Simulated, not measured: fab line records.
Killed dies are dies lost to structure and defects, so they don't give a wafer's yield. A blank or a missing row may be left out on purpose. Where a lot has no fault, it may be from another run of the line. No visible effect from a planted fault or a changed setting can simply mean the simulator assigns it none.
fab line records	flow sky130
[record] lots = 6	wafers = 18	last_day = 50
route steps=708 shown CAPM@554 METAL3@555 PAD_OPEN@708
lots untouched by any fault: they come from a run of this same line in which no faults occurred
start_h: the number of hours between the record's first day and the start of the first shown wafer of the lot	wait_h: hours elapsed since this lot's preceding step	" repeats the value in the row above	L1.1+2: a row that stands for several wafers	- either no value or no given start	* or withheld: withheld	< > ~ a bound
route shown NAME@n: a module of which the file shows steps, and the number in the route of the first	usual: average and standard deviation across the fault-free wafers	same: alike in all rows	chamber/n: place in a boat	sites: each site's reading	_std_site: how widely they spread, as a standard deviation	_edge_site: mean of outer sites minus mean of inner sites	radius_mm: for every site, how far away it sits from the centre of the wafer	mask NAME#n: copy n	behind: the tool/chamber that last shaped the wafer	hold: reason for holding the lot/hours on hold/outcome of the hold	device: the n, p or np transistor that did not switch	end of line: the route-end tests of the same wafers	a step without rows: its recipe alone	killed: count of dies lost to structure and defects at first sort (not the wafer's yield)	map: a wafer's dies, marking killed ones x, the rest . and places with no die _
set.NAME: the setting as run; set.NAME@STEP: as run at that earlier step	model.NAME: the simulator's own value behind a step, which no gauge read
a table for each step, a row for each wafer; lots at some steps of the route
services: from which hour (start_h, from the record's first day; less than 0 if before it) a tool's chamber was out of use, for how many hours, and why
[[steps]]
[step SKY_CAPM_CLEAN_17]
[recipe] chemistry = O3/DIW	dry = n2_spin
[step SKY_METAL3_DEHYDRATE_05]
[recipe] temp_c = 200	time_s = 60
[step SKY_METAL3_HMDS_06]
[recipe] prime_time_s = 60	prime_temp_c = 120
[step SKY_METAL3_COAT_07]
[recipe] resist = BARC	temp_c = withheld	time_s = withheld	spin_rpm = 3000	resist_thk_nm = 60
[step SKY_METAL3_COAT_08]
[recipe] resist = KrF-thick	spin_rpm = 3000	resist_thk_nm = 1140
[step SKY_METAL3_SOFTBAKE_09]
[recipe] temp_c = 100	time_s = 90	resist = KrF-thick
[step SKY_METAL3_EXPOSE_10]
[recipe] mask_id = MM3	na = 0.68	source_shape = annular	sigma_inner = 0.4	sigma_outer = 0.8	target_cd_nm = 300	dose_mj = 28
[step SKY_METAL3_PEB_11]
[recipe] peb_temp_c = withheld	peb_time_s = withheld	resist = KrF-thick
[step SKY_METAL3_DEVELOP_12]
[recipe] develop_time_s = 60	resist = KrF-thick	dev_temp_c = 21
[step SKY_METAL3_CD_MEAS_13]
[recipe] target_cd_nm = 300
[usual] cd_nm = 299.8/1.8
lot.wafer	tool	chamber	start_h	wait_h	cd_nm
L824.4	cd_sem-01	-	925.96	-	296.0
L824.5	"	-	"	"	296.6
L824.6	"	-	"	"	295.9
L826.1	cd_sem-01	-	944.26	-	301.2
L826.2	"	-	"	"	300.6
L826.4	"	-	"	"	300.8
L831.1	cd_sem-02	-	976.01	-	299.4
L831.3	"	-	"	"	298.3
L831.6	"	-	"	"	300.6
L832.1	cd_sem-02	-	977.41	-	300.0
L832.2	"	-	"	"	300.9
L832.6	"	-	"	"	300.8
L840.2	cd_sem-02	-	1044.98	-	300.4
L840.3	"	-	"	"	299.3
L840.6	"	-	"	"	298.6
L843.2	cd_sem-01	-	1052.33	-	302.3
L843.4	"	-	"	"	301.2
L843.6	"	-	"	"	300.2
[step SKY_METAL3_OVL_MEAS_14]
[usual] METAL3_OVL = 0/5.7
lot.wafer	tool	chamber	start_h	wait_h	METAL3_OVL[nm]
L824.4	overlay-02	-	926.04	0.1	-2
L824.5	"	-	"	"	-4
L824.6	"	-	"	"	-5
L826.1	overlay-02	-	944.38	0.1	-4
L826.2	"	-	"	"	-9
L826.4	"	-	"	"	-10
L831.1	overlay-02	-	976.13	0.1	2
L831.3	"	-	"	"	5
L831.6	"	-	"	"	5
L832.1	overlay-02	-	977.53	0.1	11
L832.2	"	-	"	"	5
L832.6	"	-	"	"	-1
L840.2	overlay-01	-	1045.09	0.1	-6
L840.3	"	-	"	"	3
L840.6	"	-	"	"	-7
L843.2	overlay-01	-	1052.44	0.1	-7
L843.4	"	-	"	"	-4
L843.6	"	-	"	"	-8
[step SKY_METAL3_DESCUM_15]
[recipe] chemistry = O2	source_power_w = 150	bias_power_w = 0	pressure_mtorr = 10	temp_c = 40	time_s = 8
[usual] drypump_motor_current_A = 5.80/0.21	he_backside_leak_sccm = 3.44/0.19	oes_product_au = 1.000/0.0088	temp_c = 39.99/0.12
lot.wafer	tool	chamber	start_h	wait_h	drypump_motor_current_A	he_backside_leak_sccm	oes_product_au	rf_hours_counter_h	temp_c
L824.4	rie_metal-01	1	926.07	0.0	5.76	3.39	1.007	-	39.63
L824.5	"	1	"	"	5.75	3.34	1.012	-	39.77
L824.6	"	0	"	"	5.71	3.34	1.000	-	40.03
L826.1	rie_metal-01	1	944.42	0.0	5.75	3.24	1.005	6	39.96
L826.2	"	0	"	"	5.67	3.28	0.995	9	40.17
L826.4	"	0	"	"	5.64	3.49	0.989	-	39.82
L831.1	rie_metal-01	1	976.17	0.0	5.75	3.62	1.022	8	40.12
L831.3	"	1	"	"	5.75	3.76	1.003	-	40.02
L831.6	"	0	"	"	5.70	3.17	1.003	-	39.87
L832.1	rie_metal-01	1	977.57	0.0	5.74	3.38	1.023	8	40.09
L832.2	"	0	"	"	5.70	3.26	1.003	10	40.02
L832.6	"	1	"	"	5.77	3.49	1.027	-	40.06
L840.2	rie_metal-02	0	1045.12	0.0	5.63	3.61	1.009	8	39.98
L840.3	"	0	"	"	5.62	3.68	1.003	-	40.21
L840.6	"	1	"	"	6.13	3.32	1.010	-	39.97
L843.2	rie_metal-02	0	1052.47	0.0	5.65	3.58	0.997	9	40.04
L843.4	"	1	"	"	6.14	3.27	1.004	-	40.09
L843.6	"	1	"	"	6.11	3.35	0.994	-	39.87
[step SKY_METAL3_ETCH_16]
[recipe] chemistry = N2/H2	target = BARC	ion_energy_ev = 200	bias_w = 100	pressure_mtorr = 30	n2_flow_sccm = 100	h2_flow_sccm = 200	icp_w = 500	stop_on = SiO2	time_s = 88.2	target_depth_a = 600
[usual] bias_w = 99.96/0.26	chamber_pressure_mTorr = 30.001/0.026	drypump_motor_current_A = 5.81/0.2	he_backside_leak_sccm = 3.5/0.34	oes_product_au = 0.626/0.0046	throttle_valve_pct = 13.205/0.011
lot.wafer	tool	chamber	start_h	wait_h	bias_w	chamber_pressure_mTorr	drypump_motor_current_A	he_backside_leak_sccm	oes_product_au	rf_hours_counter_h	throttle_valve_pct	model.KrF-thick_of_METAL3_COAT_08.thk_nm
L824.4	rie_metal-01	1	926.12	0.0	100.07	29.995	5.75	3.5	0.624	-	13.210	1073
L824.5	"	1	"	"	100.41	29.996	5.73	3.8	0.624	-	13.219	1072
L824.6	"	0	"	"	99.91	29.987	5.73	3.2	0.626	-	13.200	1073
L826.1	rie_metal-01	1	944.45	0.0	100.29	29.976	5.77	3.4	0.628	6	13.215	1074
L826.2	"	0	"	"	100.14	30.021	5.61	3.5	0.627	9	13.214	1074
L826.4	"	0	"	"	100.33	29.956	5.64	3.4	0.633	-	13.214	1077
L831.1	rie_metal-01	1	976.20	0.0	-	-	-	-	-	-	-	1128
L831.3	"	1	"	"	-	-	-	-	-	-	-	1129
L831.6	"	0	"	"	-	-	-	-	-	-	-	1127
L832.1	rie_metal-01	1	977.60	0.0	-	-	-	-	-	-	-	1123
L832.2	"	0	"	"	-	-	-	-	-	-	-	1128
L832.6	"	1	"	"	-	-	-	-	-	-	-	1125
L840.2	rie_metal-02	0	1045.15	0.0	99.89	30.013	5.70	3.5	0.622	8	13.189	1081
L840.3	"	0	"	"	100.00	29.985	5.64	3.5	0.630	-	13.217	1082
L840.6	"	1	"	"	100.14	30.036	6.16	3.3	0.622	-	13.204	1082
L843.2	rie_metal-02	0	1052.50	0.0	100.01	29.999	5.69	3.4	0.626	9	13.204	1078
L843.4	"	1	"	"	100.18	30.035	6.10	3.5	0.628	-	13.210	1080
L843.6	"	1	"	"	100.03	29.960	6.09	3.5	0.624	-	13.206	1078
[step SKY_METAL3_ETCH_17]
[recipe] target = SiO2	stop_on = TiN	chemistry = C4F8/O2/Ar	source_w = 1500	bias_w = 1200	pressure_mtorr = 40	c4f8_flow_sccm = withheld	O2_flow_sccm = 6	Ar_flow_sccm = 300	time_s = 3.9	target_depth_a = 150
[usual] bias_w = 1200/3.4	chamber_pressure_mTorr = 40.00/0.033	oes_product_au = 0.756/0.0072
lot.wafer	tool	chamber	start_h	wait_h	bias_w	chamber_pressure_mTorr	oes_product_au	rf_hours_counter_h
L824.4	rie_diel-04	2	926.19	0.0	1199	40.04	0.762	8
L824.5	"	1	"	"	1201	40.02	0.745	-
L824.6	"	0	"	"	1193	40.00	0.744	-
L826.1	rie_diel-04	0	944.55	0.1	1198	40.00	0.754	19
L826.2	"	2	"	"	1201	39.99	0.756	8
L826.4	"	1	"	"	1205	40.04	0.751	10
L831.1	rie_diel-01	1	976.30	0.1	1200	40.01	0.379	6
L831.3	"	3	"	"	1203	40.03	0.377	1
L831.6	"	2	"	"	1205	39.98	0.373	-
L832.1	rie_diel-02	2	977.70	0.1	1202	40.00	0.379	11
L832.2	"	3	"	"	1196	40.01	0.372	15
L832.6	"	0	"	"	1205	39.95	0.382	-
L840.2	rie_diel-01	1	1045.25	0.1	1200	40.00	0.751	9
L840.3	"	3	"	"	1201	40.07	0.755	4
L840.6	"	0	"	"	1194	40.03	0.768	-
L843.2	rie_diel-02	2	1052.60	0.1	1201	39.97	0.765	14
L843.4	"	0	"	"	1202	40.05	0.759	12
L843.6	"	2	"	"	1203	40.02	0.742	-
[step SKY_METAL3_METAL_ETCH_18]
[recipe] target_depth_a = 8450	stop_on = SiO2	over_etch_frac = 0.3	time_s = 183.1	chemistry = Cl2/BCl3	resist_sidewall_deg = 88	pressure_mtorr = 10	icp_w = 900	bias_w = 48.5	Cl2_flow_sccm = 60	bcl3_flow_sccm = 30
[usual] bcl3_flow_sccm = 30.01/0.083	bias_w = 48.51/0.15	drypump_motor_current_A = 5.84/0.26	he_backside_leak_sccm = 3.51/0.18	oes_product_au = 0.867/0.0075	throttle_valve_pct = 22.265/0.0098
lot.wafer	tool	chamber	start_h	wait_h	bcl3_flow_sccm	bias_w	drypump_motor_current_A	he_backside_leak_sccm	oes_product_au	rf_hours_counter_h	throttle_valve_pct	model.KrF-thick_of_METAL3_COAT_08.thk_nm
L824.4	rie_metal-02	0	926.27	0.1	30.01	48.31	5.71	3.48	0.861	-	22.255	525.4
L824.5	"	0	"	"	30.08	48.57	5.68	3.52	0.857	-	22.268	520.7
L824.6	"	1	"	"	30.01	48.59	6.13	3.33	0.869	-	22.278	529.3
L826.1	rie_metal-02	1	944.57	0.0	29.98	48.66	6.14	3.59	0.872	16	22.268	526.1
L826.2	"	0	"	"	30.02	48.22	5.67	3.58	0.868	2	22.265	516
L826.4	"	1	"	"	30.02	48.53	6.13	3.49	0.868	-	22.282	531
L831.1	rie_metal-02	1	976.32	0.0	30.01	48.60	6.13	3.62	0.374	18	22.247	586.6
L831.3	"	1	"	"	29.98	48.40	6.16	3.50	0.371	-	22.262	584.9
L831.6	"	0	"	"	30.02	48.53	5.70	3.67	0.375	-	22.276	577.1
L832.1	rie_metal-04	1	977.72	0.0	29.96	48.44	5.54	3.64	0.379	12	22.262	584.3
L832.2	"	0	"	"	30.04	48.47	6.17	3.61	0.377	16	22.265	586.4
L832.6	"	0	"	"	30.02	48.62	6.17	3.68	0.371	-	22.270	585
L840.2	rie_metal-04	1	1045.27	0.0	30.06	48.65	5.55	3.74	0.863	17	22.265	537.7
L840.3	"	1	"	"	30.07	48.63	5.57	3.70	0.864	-	22.248	539.4
L840.6	"	0	"	"	30.02	48.45	6.16	3.40	0.860	-	22.243	547.4
L843.2	rie_metal-04	1	1052.62	0.0	29.97	48.45	5.54	3.56	0.866	18	22.245	532.8
L843.4	"	0	"	"	30.07	48.49	6.17	3.61	0.870	-	22.256	549.1
L843.6	"	0	"	"	30.15	48.56	6.16	3.57	0.861	-	22.272	545.1
[step SKY_METAL3_STRIP_19]
[recipe] chemistry = O2/N2	power_w = 1400	pressure_mtorr = 1500	platen_temp_c = withheld	o2_flow_sccm = 3000	n2_flow_sccm = 300	overash_fraction = 0.5
[usual] drypump_motor_current_A = 5.7/0.6	oes_product_au = 0.504/0.0053	strip_time_to_endpoint_s = 6.58/0.074
lot.wafer	tool	chamber	start_h	wait_h	drypump_motor_current_A	oes_product_au	rf_hours_counter_h	strip_time_to_endpoint_s
L824.4	plasma_asher-04	0	926.42	0.1	6.6	0.497	-	6.50
L824.5	"	1	"	"	5.4	0.498	-	6.47
L824.6	"	0	"	"	6.6	0.499	-	6.57
L826.1	plasma_asher-04	1	944.74	0.1	5.4	0.500	112	6.52
L826.2	"	0	"	"	6.5	0.505	112	6.42
L826.4	"	0	"	"	6.6	0.499	-	6.56
L831.1	plasma_asher-04	1	976.49	0.1	5.4	0.528	115	7.12
L831.3	"	0	"	"	6.6	0.524	-	7.11
L831.6	"	0	"	"	6.6	0.524	-	7.03
L832.1	plasma_asher-03	0	977.90	0.1	6.1	0.520	80	7.10
L832.2	"	1	"	"	5.1	0.527	80	7.12
L832.6	"	1	"	"	5.1	0.525	-	7.10
L840.2	plasma_asher-01	1	1045.45	0.1	5.0	0.511	61	6.63
L840.3	"	0	"	"	5.7	0.508	-	6.66
L840.6	"	1	"	"	4.9	0.510	-	6.74
L843.2	plasma_asher-03	1	1052.80	0.1	5.1	0.508	87	6.60
L843.4	"	1	"	"	5.1	0.506	-	6.75
L843.6	"	0	"	"	6.1	0.514	-	6.71
[step SKY_METAL3_STRIP_20]
[recipe] chemistry = post_etch_residue_remover	time_s = 1200	temp_c = 72.5
[step SKY_PAD_OPEN_PROBE_99]
[usual] defect_limited_yield = 82.5/1.9	killed_at_M0_to_M3 = 43/6.6	killed_at_M4_up = 3.0/1.8	killed_at_contacts = 24/5.1	killed_at_front_end = 16/4.5	killed_at_other = 0.3/0.67	killed_dies = 86/9.3	killed_on_rim = 17/3.8	killed_open = 47/6.9	killed_short = 39/6.6	sort_bin_3_pad_short = 0.9/0.41	sort_bin_5_function = 10.4/1.4	sort_bin_6_memory = 6.2/1.1	sort_n_pass = 406/9.3	sort_yield_pct = 82.5/1.9
[same] gross_dies = 492	killed_at_back_side = 0	sort_bin_4_leakage[%] = 0	sort_bin_8_speed[%] = 0
lot.wafer	tool	chamber	start_h	wait_h	defect_limited_yield[%]	killed_at_M0_to_M3	killed_at_M4_up	killed_at_contacts	killed_at_front_end	killed_at_other	killed_dies	killed_on_rim	killed_open	killed_short	sort_bin_3_pad_short[%]	sort_bin_5_function[%]	sort_bin_6_memory[%]	sort_n_pass	sort_yield_pct[%]
L824.5	prober-01	-	1095.59	0.2	80.7	41	4	33	16	1	95	17	45	49	1.2	11.2	6.9	397	80.7
L824.6	prober-01	-	1095.64	0.2	82.7	46	1	23	14	1	85	19	44	40	0.8	11.4	5.1	407	82.7
L826.1	prober-02	-	1110.58	0.1	81.3	48	2	27	14	1	92	21	56	36	0.2	12.4	6.1	400	81.3
L826.2	prober-02	-	1110.63	0.1	84.8	42	1	21	11	0	75	17	37	38	0.8	10.2	4.3	417	84.8
L826.4	prober-02	-	1110.73	0.2	81.7	44	5	30	11	0	90	20	58	32	1.4	11.0	5.9	402	81.7
L831.1	prober-02	-	1134.69	0.1	0	455	3	24	10	0	492	96	40	35	0.6	93.3	6.1	0	0
L831.3	prober-02	-	1134.79	0.2	0	446	5	26	15	0	492	96	41	37	0.6	93.9	5.5	0	0
L831.6	prober-02	-	1134.94	0.2	0	447	1	29	15	0	492	96	48	38	0.8	92.3	6.9	0	0
L832.1	prober-01	-	1137.35	0.1	0	456	4	23	9	0	492	96	47	42	1.2	94.7	4.1	0	0
L832.2	prober-01	-	1137.40	0.1	0	451	2	26	13	0	492	96	47	41	0.4	92.5	7.1	0	0
L832.6	prober-01	-	1137.60	0.2	0	452	1	30	9	0	492	96	61	34	0.8	92.7	6.5	0	0
L840.2	prober-01	-	1188.78	0.1	85.0	34	3	19	18	0	74	14	38	36	0.4	7.7	6.9	418	85.0
L840.3	prober-01	-	1188.83	0.2	78.3	56	4	29	18	0	107	19	61	46	0.8	14.0	6.9	385	78.3
L840.6	prober-01	-	1188.98	0.2	79.9	46	3	33	17	0	99	21	54	45	1.8	10.6	7.7	393	79.9
// killed by level:class
L824.5 CONTACT:geometric_particle:open=12 POLY_GATE:geometric_particle:short=10 LOCAL_INTERCONNECT:geometric_particle:short=8 VIA1:geometric_particle:open=8 LI_CONTACT:geometric_particle:open=7 METAL1:geometric_particle:short=7 VIA3:geometric_particle:open=6 METAL2:geometric_particle:short=5
L824.6 VIA1:geometric_particle:open=12 VIA2:geometric_particle:open=8 CONTACT:geometric_particle:open=8 VIA1:geometric_particle:short=7 CONTACT:geometric_particle:short=7 VIA3:geometric_particle:open=7 LOCAL_INTERCONNECT:geometric_particle:short=6 FIELD_ISO:geometric_particle:short=5
L826.1 VIA1:geometric_particle:open=18 LOCAL_INTERCONNECT:geometric_particle:short=10 METAL2:geometric_particle:short=8 CONTACT:geometric_particle:open=7 VIA3:geometric_particle:open=7 POLY_GATE:geometric_particle:open=6 LI_CONTACT:geometric_particle:open=6 VIA2:geometric_particle:open=5
L826.2 VIA3:geometric_particle:open=8 CONTACT:geometric_particle:open=7 VIA2:geometric_particle:open=7 CONTACT:geometric_particle:short=6 VIA1:geometric_particle:short=6 METAL1:geometric_particle:short=5 METAL2:geometric_particle:short=5 POLY_GATE:geometric_particle:open=4
L826.4 CONTACT:geometric_particle:open=16 VIA1:geometric_particle:open=11 LI_CONTACT:geometric_particle:open=8 METAL1:geometric_particle:short=6 VIA2:geometric_particle:open=6 VIA1:geometric_particle:short=5 METAL4:geometric_particle:short=5 LOCAL_INTERCONNECT:geometric_particle:short=4
L831.1 METAL3:area_etch=416 METAL1:geometric_particle:short=9 LI_CONTACT:geometric_particle:open=8 VIA3:geometric_particle:open=7 CONTACT:geometric_particle:open=5 VIA1:geometric_particle:open=5 CONTACT:geometric_particle:short=4 METAL2:geometric_particle:short=4
L831.3 METAL3:area_etch=414 CONTACT:geometric_particle:open=9 VIA1:geometric_particle:open=9 LI_CONTACT:geometric_particle:open=8 POLY_GATE:geometric_particle:short=6 METAL1:geometric_particle:short=6 VIA2:geometric_particle:open=3 SPACER:geometric_particle:short=3
L831.6 METAL3:area_etch=406 CONTACT:geometric_particle:open=9 VIA1:geometric_particle:open=7 LOCAL_INTERCONNECT:geometric_particle:short=6 CONTACT:geometric_particle:short=6 METAL1:geometric_particle:open=6 FIELD_ISO:geometric_particle:open=5 LI_CONTACT:geometric_particle:open=5
L832.1 METAL3:area_etch=403 VIA1:geometric_particle:open=12 METAL2:geometric_particle:short=8 METAL1:geometric_particle:short=6 VIA2:geometric_particle:open=6 VIA3:geometric_particle:open=6 LI_CONTACT:geometric_particle:short=5 LI_CONTACT:geometric_particle:open=5
L832.2 METAL3:area_etch=404 VIA1:geometric_particle:open=13 CONTACT:geometric_particle:open=10 VIA2:geometric_particle:open=8 LI_CONTACT:geometric_particle:open=7 LOCAL_INTERCONNECT:geometric_particle:short=6 FIELD_ISO:geometric_particle:short=5 METAL1:geometric_particle:short=5
L832.6 METAL3:area_etch=397 LI_CONTACT:geometric_particle:open=14 VIA1:geometric_particle:open=12 METAL1:geometric_particle:short=9 CONTACT:geometric_particle:open=8 VIA2:geometric_particle:open=7 METAL2:geometric_particle:short=6 VIA3:geometric_particle:open=6
L840.2 CONTACT:geometric_particle:open=7 VIA1:geometric_particle:open=7 POLY_GATE:geometric_particle:open=6 VIA1:geometric_particle:short=6 CONTACT:geometric_particle:short=5 METAL2:geometric_particle:short=5 LOCAL_INTERCONNECT:geometric_particle:short=4 POLY_GATE:geometric_particle:short=3
L840.3 VIA1:geometric_particle:open=13 VIA2:geometric_particle:open=10 CONTACT:geometric_particle:open=10 VIA3:geometric_particle:open=9 LI_CONTACT:geometric_particle:open=7 LOCAL_INTERCONNECT:geometric_particle:short=6 METAL1:geometric_particle:short=6 VIA1:geometric_particle:short=6
L840.6 VIA1:geometric_particle:open=13 LI_CONTACT:geometric_particle:short=11 CONTACT:geometric_particle:open=11 VIA3:geometric_particle:open=7 METAL1:geometric_particle:short=5 VIA2:geometric_particle:open=5 FIELD_ISO:geometric_particle:open=4 POLY_GATE:geometric_particle:open=4
// map L831.1 (x killed, . not)
__________xxxxxxxxxx_________
________xxxxxxxxxxxxxx_______
______xxxxxxxxxxxxxxxxxx_____
_____xxxxxxxxxxxxxxxxxxxx____
____xxxxxxxxxxxxxxxxxxxxxx___
___xxxxxxxxxxxxxxxxxxxxxxxx__
__xxxxxxxxxxxxxxxxxxxxxxxxxx_
_xxxxxxxxxxxxxxxxxxxxxxxxxxxx
_xxxxxxxxxxxxxxxxxxxxxxxxxxxx
_xxxxxxxxxxxxxxxxxxxxxxxxxxxx
_xxxxxxxxxxxxxxxxxxxxxxxxxxxx
_xxxxxxxxxxxxxxxxxxxxxxxxxxxx
_xxxxxxxxxxxxxxxxxxxxxxxxxxxx
_xxxxxxxxxxxxxxxxxxxxxxxxxxxx
_xxxxxxxxxxxxxxxxxxxxxxxxxxxx
__xxxxxxxxxxxxxxxxxxxxxxxxxx_
___xxxxxxxxxxxxxxxxxxxxxxxx__
____xxxxxxxxxxxxxxxxxxxxxx___
_____xxxxxxxxxxxxxxxxxxxx____
______xxxxxxxxxxxxxxxxxx_____
________xxxxxxxxxxxxxx_______
__________xxxxxxxxxx_________
// map L832.1 (x killed, . not)
__________xxxxxxxxxx_________
________xxxxxxxxxxxxxx_______
______xxxxxxxxxxxxxxxxxx_____
_____xxxxxxxxxxxxxxxxxxxx____
____xxxxxxxxxxxxxxxxxxxxxx___
___xxxxxxxxxxxxxxxxxxxxxxxx__
__xxxxxxxxxxxxxxxxxxxxxxxxxx_
_xxxxxxxxxxxxxxxxxxxxxxxxxxxx
_xxxxxxxxxxxxxxxxxxxxxxxxxxxx
_xxxxxxxxxxxxxxxxxxxxxxxxxxxx
_xxxxxxxxxxxxxxxxxxxxxxxxxxxx
_xxxxxxxxxxxxxxxxxxxxxxxxxxxx
_xxxxxxxxxxxxxxxxxxxxxxxxxxxx
_xxxxxxxxxxxxxxxxxxxxxxxxxxxx
_xxxxxxxxxxxxxxxxxxxxxxxxxxxx
__xxxxxxxxxxxxxxxxxxxxxxxxxx_
___xxxxxxxxxxxxxxxxxxxxxxxx__
____xxxxxxxxxxxxxxxxxxxxxx___
_____xxxxxxxxxxxxxxxxxxxx____
______xxxxxxxxxxxxxxxxxx_____
________xxxxxxxxxxxxxx_______
__________xxxxxxxxxx_________
[[services]]
tool	chamber	start_h	hours	kind
rie_diel-02	2	903.09	1.9	repair
plasma_asher-04	-	903.55	5.6	repair
plasma_asher-03	-	921.94	0.9	repair
rie_metal-01	-	923.78	1.2	repair
plasma_asher-03	-	925.26	8.4	repair
rie_diel-01	3	926.39	-	clean
rie_diel-01	3	926.39	14.0	scheduled_down
rie_diel-01	3	926.39	14.0	vent_cycle
rie_metal-02	-	929.75	0.3	repair
rie_metal-02	1	929.97	4.8	repair
rie_diel-04	3	959.72	10.0	repair
rie_diel-01	-	963.08	0.8	repair
rie_metal-04	-	981.72	2.8	pm
plasma_asher-04	-	983.88	2.8	pm
rie_metal-04	0	990.01	12.4	repair
rie_diel-04	1	1008.44	6.8	repair
rie_metal-02	1	1020.46	-	clean
rie_metal-02	1	1020.46	16.7	scheduled_down
rie_metal-02	1	1020.46	16.7	vent_cycle
rie_diel-04	3	1050.41	6.7	repair
[[key]]
[first_sign] step = SKY_METAL3_ETCH_16	reading = tool_record	direction = missing
[effect] step = SKY_METAL3_ETCH_17	reading = oes_product_au	direction = down	sigmas = 53	usual = 0.756	struck = 0.377
[effect] step = SKY_METAL3_METAL_ETCH_18	reading = oes_product_au	direction = down	sigmas = 66	usual = 0.867	struck = 0.375
[effect] step = SKY_METAL3_STRIP_19	reading = strip_time_to_endpoint_s	direction = up	sigmas = 7	usual = *	struck = *
[effect] step = SKY_PAD_OPEN_PROBE_99	reading = killed_at_M0_to_M3	direction = up	sigmas = 61	usual = 43	struck = 451
[model_effect] step = SKY_METAL3_ETCH_16	value = KrF-thick_of_METAL3_COAT_08.thk_nm	without = 1076	struck = 1127
[model_effect] step = SKY_METAL3_METAL_ETCH_18	value = KrF-thick_of_METAL3_COAT_08.thk_nm	without = 533.8	struck = 584
[more_kills_born_at] SKY_METAL3_ETCH_16@rie_metal-01 = 2439
met_at SKY_METAL3_ETCH_16
struck_wafers L831.1,L831.3,L831.6,L832.1,L832.2,L832.6
later_rows_left_out L831.1,L831.3,L831.6,L832.1,L832.2,L832.6
onset_between 944.45 976.20
[fault] kind = skipped_step_whole	tool = rie_metal-01	chamber = -	onset_h = 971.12	steps = SKY_METAL3_ETCH_16	scope = struck_lots_only
// later_rows_left_out: the simulator's readings of these wafers behind a module that went badly wrong aren't trusted and aren't shown, but for the sort
